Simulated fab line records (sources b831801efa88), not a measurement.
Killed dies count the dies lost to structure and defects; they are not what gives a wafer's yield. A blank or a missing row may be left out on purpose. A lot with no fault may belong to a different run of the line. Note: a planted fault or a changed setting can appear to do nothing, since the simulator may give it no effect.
Which tool was responsible? | flow sky130 | 39 wafers from 13 lots sampled at 4 of the route's 708 steps

## WHAT EACH GAUGE READ, for each wafer
SKY_SONOS_ONO_OVL_MEAS_14. Usual: SONOS_ONO_OVL -0.6 nm, standard deviation 1.3.
lot  | measured     | on         | SONOS_ONO_OVL (nm) | flag
L405 | day 12 08:56 | overlay-01 | -0.4 0.1 -1.0      |
L406 | day 12 20:29 | overlay-02 | 0.1 0.9 0.4        |
L408 | day 13 12:18 | overlay-01 | 0.7 0.5 -0.3       |
L409 | day 13 21:13 | overlay-02 | -1.9 -2.7 -2.3     |
L411 | day 14 11:25 | overlay-02 | 0.6 1.3 0.5        |
L412 | day 14 23:44 | overlay-01 | 0.5 -0.1 -1.0      |
L413 | day 15 01:27 | overlay-01 | 1.0 0.2 0.4        |
L415 | day 15 19:54 | overlay-01 | -1.9 -0.2 -0.9     |
L416 | day 16 06:42 | overlay-01 | -3.1 -2.6 -4.2     |
L422 | day 18 08:45 | overlay-02 | -0.2 -2.3 -3.3     |
L423 | day 18 14:15 | overlay-01 | -0.5 -0.9 -0.7     |
L427 | day 20 02:24 | overlay-01 | 0.5 1.3 0.2        |
L428 | day 20 15:36 | overlay-01 | -0.1 -0.7 -1.2     |

SKY_LDD_P_OVL_MEAS_08. Usual: LDD_P_OVL -1.3 nm, standard deviation 1.6.
lot  | measured     | on         | LDD_P_OVL (nm) | flag
L405 | day 18 13:03 | overlay-01 | -1.6 -3.1 -2.7 |
L406 | day 19 01:28 | overlay-02 | -0.9 -1.2 -0.4 |
L408 | day 20 00:38 | overlay-01 | -1.0 -1.9 -2.5 |
L409 | day 20 12:23 | overlay-02 | -0.5 -1.9 -0.1 |
L411 | day 21 02:19 | overlay-01 | -1.6 -2.0 -0.8 |
L412 | day 21 16:04 | overlay-01 | -1.8 -1.4 -0.5 |
L413 | day 21 18:02 | overlay-02 | 1.0 0.0 -0.9   |
L415 | day 22 13:38 | overlay-02 | -1.7 -3.4 -1.8 |
L416 | day 23 01:04 | overlay-02 | -2.1 -2.5 -1.1 |
L422 | day 25 04:50 | overlay-01 | 1.5 0.6 1.4    |
L423 | day 25 07:26 | overlay-02 | -1.0 -2.1 -0.4 |
L427 | day 26 15:36 | overlay-02 | -2.4 -0.6 -2.3 |
L428 | day 27 08:21 | overlay-01 | 0.4 0.7 -1.0   |

## WHAT TOOL EACH LOT RAN ON (gives the tool, then ch and the chambers of the sampled wafers, and finally the start)
lot  | SKY_POLY_GATE_ETCH_15              | SKY_LDD_N_IMPLANT_15
L405 | rie_diel-02 ch 0,1,2, day 15 22:35 | implanter-01 ch 0, day 17 06:52
L406 | rie_diel-03 ch 1,2, day 16 11:38   | implanter-01 ch 0, day 17 18:41
L408 | rie_diel-04 ch 0,1,3, day 17 08:14 | implanter-01 ch 0, day 18 17:04
L409 | rie_diel-03 ch 2,3, day 17 19:39   | implanter-02 ch 0, day 19 05:32
L411 | rie_diel-04 ch 0,1,3, day 18 09:08 | implanter-01 ch 0, day 19 20:11
L412 | rie_diel-04 ch 0,1,2, day 18 22:41 | implanter-03 ch 0, day 20 09:19
L413 | rie_diel-03 ch 1,2,3, day 19 01:12 | implanter-03 ch 0, day 20 11:12
L415 | rie_diel-04 ch 1,2,3, day 19 20:47 | implanter-01 ch 0, day 21 07:07
L416 | rie_diel-04 ch 0,3, day 20 08:59   | implanter-02 ch 0, day 21 18:34
L422 | rie_diel-02 ch 0,1,2, day 22 14:51 | implanter-02 ch 0, day 23 23:49
L423 | rie_diel-02 ch 1,2,3, day 22 18:41 | implanter-02 ch 0, day 24 02:43
L427 | rie_diel-02 ch 0,1,2, day 24 03:03 | implanter-03 ch 0, day 25 11:14
L428 | rie_diel-02 ch 2,3, day 24 17:08   | implanter-03 ch 0, day 26 02:28
- SKY_POLY_GATE_ETCH_15: etches BARC in N2/H2, stops on SiO2, time 118.5 s, target depth 110 nm.
- SKY_LDD_N_IMPLANT_15

## AS READ BY THE TOOLS THEMSELVES (means over the sampled wafers that have a number; for cases with no such wafer, the mark the record gives instead)
SKY_POLY_GATE_ETCH_15. Usual: bias_w 100.0 W, standard deviation 0.31; drypump_motor_current_A 5.7 A, standard deviation 0.52; h2_flow_sccm 200.1 sccm, standard deviation 0.57; oes_product_au 0.716 a.u., standard deviation 0.0047; throttle_valve_pct 13.213 %, standard deviation 0.0097.
lot  | tool        | bias_w (W) | drypump_motor_current_A (A) | h2_flow_sccm (sccm) | oes_product_au (a.u.) | throttle_valve_pct (%) | flag
L405 | rie_diel-02 | 100.2      | 5.5                         | 199.8               | 0.715                 | 13.222                 |
L406 | rie_diel-03 | 100.0      | 6.2                         | 199.6               | 0.712                 | 13.217                 |
L408 | rie_diel-04 | 100.2      | 6.0                         | 199.6               | 0.715                 | 13.217                 |
L409 | rie_diel-03 | 100.0      | 5.8                         | 199.8               | 0.714                 | 13.220                 |
L411 | rie_diel-04 | 100.3      | 6.0                         | 200.0               | 0.714                 | 13.214                 |
L412 | rie_diel-04 | 100.0      | 5.7                         | 200.1               | 0.722                 | 13.218                 |
L413 | rie_diel-03 | 100.1      | 5.7                         | 200.0               | 0.717                 | 13.207                 |
L415 | rie_diel-04 | 100.0      | 5.9                         | 199.5               | 0.713                 | 13.210                 |
L416 | rie_diel-04 | 100.0      | 5.7                         | 199.2               | 0.721                 | 13.216                 |
L422 | rie_diel-02 | 100.4      | 5.5                         | 199.5               | 0.714                 | 13.215                 |
L423 | rie_diel-02 | 99.9       | 5.9                         | 200.0               | 0.712                 | 13.207                 |
L427 | rie_diel-02 | 99.9       | 5.5                         | 200.2               | 0.713                 | 13.203                 |
L428 | rie_diel-02 | 100.2      | 5.9                         | 199.9               | 0.718                 | 13.221                 |

SKY_LDD_N_IMPLANT_15. Usual: dose_ions_cm2 5e+12, standard deviation 5.2e+09; end_station_pressure_torr 5.05e-06 Torr, standard deviation 2.4e-07; faraday_current_uA 28.3, standard deviation 0.57.
lot  | tool         | dose_ions_cm2 | end_station_pressure_torr (Torr) | faraday_current_uA | flag
L405 | implanter-01 | 5e+12         | 5.09e-06                         | 27.9               |
L406 | implanter-01 | 5e+12         | 5.22e-06                         | 29.0               |
L408 | implanter-01 | 5e+12         | 4.87e-06                         | 28.0               |
L409 | implanter-02 | 5e+12         | 5.15e-06                         | 28.2               |
L411 | implanter-01 | 5e+12         | 4.97e-06                         | 28.4               |
L412 | implanter-03 | 5e+12         | 5.28e-06                         | 27.7               |
L413 | implanter-03 | 5e+12         | 5.18e-06                         | 28.5               |
L415 | implanter-01 | 5e+12         | 5.19e-06                         | 28.5               |
L416 | implanter-02 | 5e+12         | 4.94e-06                         | 28.0               |
L422 | implanter-02 | 2e+12         | 4.87e-06                         | 12.3               | OFF
L423 | implanter-02 | 2e+12         | 5.07e-06                         | 12.3               | OFF
L427 | implanter-03 | 5e+12         | 4.84e-06                         | 27.5               |
L428 | implanter-03 | 5e+12         | 5.36e-06                         | 28.9               |

## THE ANSWER, worked out from the rows above alone
Rule: a lot counts as off when the mean over its wafers that have a number is more than 3 standard deviations away from the usual mean. Also off: a lot with no number at a reading for which 4 or more lots have one. Where the step has rows for the other lots, those lots are counted as sound. First the gauges in route order, then the tools' own readings, where a lot's mean is used as printed above. At the first step where some lot is off, the reading lying furthest off is the one used; lots without a number count as furthest.
Off: L422, L423, at SKY_LDD_N_IMPLANT_15 (dose_ions_cm2).
A tool fits if, at that step or a process step before it, it ran every lot that is off, and no sound lot after the first of them. One candidate fits, namely implanter-02 at SKY_LDD_N_IMPLANT_15. A fault onset in the window from L416 (day 21 18:34, its last sound lot) to L422 (day 23 23:49, its first lot off) fits.
The tool's own readings at SKY_LDD_N_IMPLANT_15 bear it out: on the lots that are off they differ by more than 5 times the standard deviation of the sound lots' means. dose_ions_cm2 reads 2e+12 there against 5e+12 on the sound lots; faraday_current_uA reads 12.3 there against 28.2 on the sound lots.

## WHAT WAS PUT IN BY THE SIMULATOR
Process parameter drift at SKY_LDD_N_IMPLANT_15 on implanter-02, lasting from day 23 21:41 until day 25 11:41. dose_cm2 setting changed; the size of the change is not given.
Shown lots that were struck: L422, L423. The rule above found the same.
